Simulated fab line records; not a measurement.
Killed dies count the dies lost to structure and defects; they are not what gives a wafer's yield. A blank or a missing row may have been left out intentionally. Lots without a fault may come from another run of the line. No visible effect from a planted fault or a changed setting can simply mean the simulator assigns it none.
Struck lot and sound lot, side by side -- flow sky130 -- 43 steps out of a route of 708
Sound: wafers L501.2, L501.4, L501.5. The struck wafers were L515.4, L515.5, L515.6. The cause comes at the end.
Each step with rows lists, per side, the tool, then ch with its chambers, then its first start. Under that, the readings that differ: sound wafers -- struck wafers -- difference of the means -- sigmas: that difference in standard deviations of wafers without a fault.
alike: readings with means less than 2 such deviations apart, plus words and numbers identical on both sides. not compared: withheld readings, readings lacking a value on some wafer, bounds such as >300 that could conceal the same value, and numbers that have no deviation in the record and whose values overlap.
Wherever a step has rows on one side only, a row that says differs or no value, or a row with sigmas, the two part there. Numbers that have no deviation but don't overlap get no sigmas and don't part them. Lack of a reading on every wafer of one side parts them only where that side has two or more wafers.

first, 3 steps without rows for these wafers: SKY_CONTACT_ETCH_16 (etches BARC in N2/H2, stops on SiO2, time 45.9 s, target depth 60 nm); SKY_CONTACT_ETCH_17 (etches SiO2 in C4F8/O2/Ar, stops on Si3N4, target depth 340 nm); SKY_CONTACT_ETCH_18 (etches Si3N4 in CHF3/O2, stops on TiN, time 39 s, target depth 75 nm).
SKY_CONTACT_STRIP_19: strips in O2/N2.
  sound on plasma_asher-03 ch 0,1, day 31 18:20; struck on plasma_asher-02 ch 0,1, day 36 11:59
  alike: drypump_motor_current_A, oes_product_au, strip_time_to_endpoint_s
  not compared: rf_hours_counter_h
then, 3 steps without rows for these wafers: SKY_CONTACT_STRIP_20 (strips in post etch residue remover, time 1200 s); SKY_CONTACT_CLEAN_21 (cleans in IPA, time 180 s); SKY_CONTACT_CLEAN_22 (cleans in O3/DIW).
SKY_CONTACT_SPUTTER_23: material TiN, target thk 20 nm, time 80 s.
  struck on pvd_sputter-04, day 36 12:34; sound on pvd_sputter-02, day 31 18:58
  alike: throttle_valve_pct
then, 1 step without rows for these wafers: SKY_CONTACT_CVD_24 (deposits W, target thk 340 nm, time 102.12 s).
SKY_CONTACT_RS_MEAS_25: measures by four-point-probe.
  struck on film_metro-03, day 36 12:49; sound on film_metro-04, day 31 19:10
  alike: CONTACT_W_RS
SKY_CONTACT_THK_MEAS_26: measures by xrf.
  struck on film_metro-03, day 36 12:54; sound on film_metro-04, day 31 19:17
  alike: CONTACT_W_THK
SKY_CONTACT_CMP_27: polishes, stops on SiO2, t overpolish 15 s, target thk 0 nm.
  sound on cmp-01 ch 0,3, day 31 19:23; struck on cmp-01 ch 0,2,3, day 36 13:02
  alike: motor_current_A, overpolish_run_s, time_to_endpoint_s
SKY_METAL1_SPUTTER_00: material Ti, target thk 15 nm, time 10 s.
  struck on pvd_sputter-01, day 36 13:14; sound on pvd_sputter-01, day 31 19:38
  alike: throttle_valve_pct
then, 1 step without rows for these wafers: SKY_METAL1_SPUTTER_01 (material TiN, target thk 20 nm, time 16.7 s).
SKY_METAL1_SPUTTER_02: material AlCu, target thk 250 nm, time 13.3 s.
  struck on pvd_sputter-01, day 36 13:16; sound on pvd_sputter-01, day 31 19:40
  alike: throttle_valve_pct
SKY_METAL1_SPUTTER_03: material Ti, target thk 5 nm, time 3.3 s.
  struck on pvd_sputter-01, day 36 13:18; sound on pvd_sputter-01, day 31 19:42
  alike: throttle_valve_pct
then, 1 step without rows for these wafers: SKY_METAL1_SPUTTER_04 (material TiN, target thk 70 nm, time 58.3 s).
SKY_METAL1_RS_MEAS_05: measures by four-point-probe.
  struck on film_metro-01, day 36 13:25; sound on film_metro-04, day 31 19:47
reading,sound,struck,difference,sigmas
METAL1_ALCU_RS (ohm/sq),0.1280 0.1267 0.1265,0.1240 0.1247 0.1237,-0.0029,-2
SKY_METAL1_THK_MEAS_06: measures by xrf.
  struck on film_metro-01, day 36 13:31; sound on film_metro-04, day 31 19:54
  alike: METAL1_ALCU_THK
then, 8 steps without rows for these wafers: SKY_METAL1_DEHYDRATE_07 (time 60 s); SKY_METAL1_HMDS_08 (prime time 60 s); SKY_METAL1_COAT_09 (resist thk 60 nm); SKY_METAL1_COAT_10 (resist thk 450 nm); SKY_METAL1_SOFTBAKE_11 (time 90 s); SKY_METAL1_EXPOSE_12 (exposes mask MM1, target cd 140 nm); SKY_METAL1_PEB_13; SKY_METAL1_DEVELOP_14 (develop time 60 s).
SKY_METAL1_CD_MEAS_15: target cd 140 nm.
  struck on cd_sem-01, day 37 15:38; sound on cd_sem-01, day 32 23:10
  alike: cd_nm
SKY_METAL1_OVL_MEAS_16:
  struck on overlay-02, day 37 15:43; sound on overlay-01, day 32 23:16
  alike: METAL1_OVL
then, 8 steps without rows for these wafers: SKY_METAL1_DESCUM_17 (chemistry O2, time 8 s); SKY_METAL1_ETCH_18 (etches BARC in N2/H2, stops on SiO2, time 45.9 s, target depth 60 nm); SKY_METAL1_METAL_ETCH_19 (etches the open film in Cl2/BCl3, stops on SiO2, target depth 360 nm, time 78 s); SKY_METAL1_STRIP_20 (strips in O2/N2); SKY_METAL1_STRIP_21 (strips in post etch residue remover, time 1200 s); SKY_METAL1_CLEAN_22 (cleans in IPA, time 180 s); SKY_METAL1_CLEAN_23 (cleans in O3/DIW); SKY_VIA1_HDPCVD_00 (deposits SiO2, target thk 1030 nm, time 171.7 s).
SKY_VIA1_THK_MEAS_01:
  struck on film_metro-03, day 37 16:40; sound on film_metro-03, day 33 00:23
  alike: VIA1_HDPCVD_THK
then, 1 step without rows for these wafers: SKY_VIA1_CMP_02 (polishes SiO2).
SKY_VIA1_BOW_MEAS_03:
  struck on film_metro-02, day 37 17:03; sound on film_metro-01, day 33 00:46
  alike: VIA1_BOW
then, 2 steps without rows for these wafers: SKY_VIA1_DEHYDRATE_04 (time 60 s); SKY_VIA1_HMDS_05 (prime time 60 s).
-- the record jumps here: 12 days lie between the struck wafers' starts before and after (it left off in module VIA1 and takes up again in module PAD_OPEN, whose first step shown is number 708 of the route) --
SKY_PAD_OPEN_PROBE_99:
  struck on prober-01, day 49 10:16; sound on prober-01, day 45 23:10
reading,sound,struck,difference,sigmas
defect_limited_yield (%),84.6 83.9 87.2,77.8 70.3 76.0,-10.5,-6
killed_at_M0_to_M3,38 35 30,74 103 80,+51,+7
killed_dies,76 79 63,109 146 118,+52,+6
killed_on_rim,16 15 10,29 24 29,+14,+4
sort_bin_3_pad_short (%),0.6 1.2 0.6,3.0 3.7 4.1,+2.8,+7
sort_bin_5_function (%),10.0 8.9 7.3,12.6 19.3 13.6,+6.4,+5
sort_n_pass,416 413 429,383 346 374,-52,-6
sort_yield_pct (%),84.6 83.9 87.2,77.8 70.3 76.0,-10.5,-6
model.etest.tester.sort_n_pass,416 413 429,383 346 374,-52,
model.etest.tester.sort_yield_pct (%),84.55 83.94 87.2,77.85 70.33 76.02,-10.50,
model.etest.tester.sort_bin_5_pct (%),9.959 8.943 7.317,12.6 19.31 13.62,+6.4,
model.etest.tester.sort_bin_3_pct (%),0.6098 1.22 0.6098,3.049 3.659 4.065,+2.778,
  alike: killed_at_M4_up, killed_at_contacts, killed_at_front_end, killed_at_other, killed_open, killed_short, sort_bin_6_memory

WHERE THEY PART
At SKY_METAL1_RS_MEAS_05 first; at SKY_PAD_OPEN_PROBE_99 last (within this record only).

WHY: what had been put in by the simulator
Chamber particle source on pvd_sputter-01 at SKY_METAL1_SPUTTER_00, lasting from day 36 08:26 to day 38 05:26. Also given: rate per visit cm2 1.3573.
